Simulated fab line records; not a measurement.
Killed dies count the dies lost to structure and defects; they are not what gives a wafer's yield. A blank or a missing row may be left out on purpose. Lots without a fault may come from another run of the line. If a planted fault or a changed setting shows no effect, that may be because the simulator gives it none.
8D (eight disciplines) problem report, filled in by code :: flow gf180mcu :: the parts of the form that need people (team, actions taken, sign-off) are left out

1. WHAT WENT WRONG
Wafers free of any fault read 1569 (standard deviation 10) for MVSD_TW at GF_MVSD_TW_MEAS_11, against a mean of 1501 on 6 wafers of 2 lots. Measured from the usual mean, that is -6.8 standard deviations.
First observed at day 7 15:09: wafer L676.2, on film metro-02. The record holds 42 wafers of 14 lots with a number at this step. By rule, "out" or "out of limits" means more than 4 standard deviations away from the usual mean. The other wafers with a number count as sound.

2. WHAT IT IS; WHAT IT IS NOT
question: which readings at this step
is: MVSD_TW
is not: -

question: which lots
is: L676, L677
is not: L663, L664, L665, L667, L671, L672, L673, L674, L675, L680, L682, L686

question: which wafers of those lots
is: all that have a number
is not: -

question: read on which gauges
is: film metro-02, film metro-03
is not: film metro-01

question: when
is: from day 7 15:09
is not: up to then (27 sound wafers); but 9 sound wafers of L680, L682, L686 came after

3. SUSPECTS, AND WHAT RULES EACH OUT
Counting: any tool at a process step up to the reading is kept as a suspect provided that every lot that is out went through it and no sound lot did after the first of them.
- the gauge at GF_MVSD_TW_MEAS_11 is ruled out. The wafers that are out were read on 2 gauges (film metro-02, film metro-03).
- implanter-04 at GF_MVSD_IMPLANT_09: ruled out as a lasting fault. Sound lots L680, L682, L686 ran on it after its first lot that is out, L676 (day 7 14:55).
Left after counting: nothing in the record.

4. THE CAUSE (what the simulator had put in)
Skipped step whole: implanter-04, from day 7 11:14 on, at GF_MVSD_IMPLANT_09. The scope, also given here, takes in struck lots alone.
The count ruled it out by mistake, since the rule takes a fault to strike every lot its tool runs from the start of the fault on, and this one did not do so.

5. SEQUENCE OF EFFECTS, ordered by route
Each row: a reading where the mean over the struck wafers with a number is more than 3 standard deviations away from the usual. Only readings whose record carries a usual standard deviation are examined. hours: median over the lots of the time between each lot's start at the first step of this table that gives one and its start at this step. sigmas: the change, counted in usual standard deviations.
hours: 0
step: GF_MVSD_TW_MEAS_11
reading: MVSD_TW
usual: 1569
on struck wafers: 1501
change: -68
sigmas: -6.8
Readings that are blank on the struck wafers while sound wafers have them: beam energy keV at GF_MVSD_IMPLANT_09; beam on s at GF_MVSD_IMPLANT_09; MVSD_RS at GF_VT_IMPLANT_RS_MEAS_46.

6. WHAT WOULD HAVE CAUGHT IT SOONER
In this record the first reading out of limits at a measuring or inspecting step was taken at day 7 15:09, 4 hours after the fault began at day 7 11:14.
At GF_MVSD_IMPLANT_09 the tool's readings are blank on the struck wafers, where sound wafers have them: an empty tool record is the first sign, and it was there at once.
